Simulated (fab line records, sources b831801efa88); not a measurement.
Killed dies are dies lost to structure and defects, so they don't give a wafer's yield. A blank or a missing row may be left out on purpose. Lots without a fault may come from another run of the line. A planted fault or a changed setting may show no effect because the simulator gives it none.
Chamber matching | flow sky130 | SKY_FIELD_ISO_CMP_27 on cmp-01: 4 sister chambers
The step polishes, stops on Si3N4, t overpolish 16 s, target thk 457.8 nm. 4 wafers are shown with their chamber, then 9 later ones without.

WAFERS WITH THEIR CHAMBER
wafer  | chamber | motor_current_A (A)
L901.2 | 2       | 12.6
L901.3 | 0       | 11.3
L903.2 | 1       | 11.3
L903.5 | 3       | 10.9

WAFERS WITHOUT THEIR CHAMBER
wafer  | motor_current_A (A)
L905.1 | 11.2
L905.2 | 12.3
L905.4 | 12.0
L907.3 | 11.2
L907.5 | 10.9
L907.6 | 11.7
L908.1 | 10.7
L908.3 | 11.3
L908.6 | 11.3

WHICH CHAMBER EACH WENT THROUGH
wafer  | from the rows above               | in truth
L905.1 | can't be placed: 0 or 1 or 3      | 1
L905.2 | 2                                 | 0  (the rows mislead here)
L905.4 | can't be placed: 2 or 0 or 1 or 3 | 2
L907.3 | can't be placed: 0 or 1 or 3      | 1
L907.5 | can't be placed: 3 or 0 or 1      | 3
L907.6 | can't be placed: 0 or 1 or 3 or 2 | 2
L908.1 | can't be placed: 3 or 0 or 1      | 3
L908.3 | can't be placed: 0 or 1 or 3      | 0
L908.6 | can't be placed: 0 or 1 or 3      | 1
Placed correctly: 0 of 9. Can't be placed from these rows: 8 (the true chamber is among the candidates in 8). Placed wrongly: 1.
How it was worked out, from the rows above alone: a wafer's distance from a chamber is the root of the sum, over the readings, of the square of ((its reading less the chamber's mean) divided by the reading's scatter). The wafer belongs to the nearest chamber; if the next one is less than 2 further off, it can't be placed. A chamber's mean is the mean of its shown wafers. The scatter: with one shown wafer a chamber, the root of the mean of the squares of how far each hidden wafer lies from its nearest shown one.
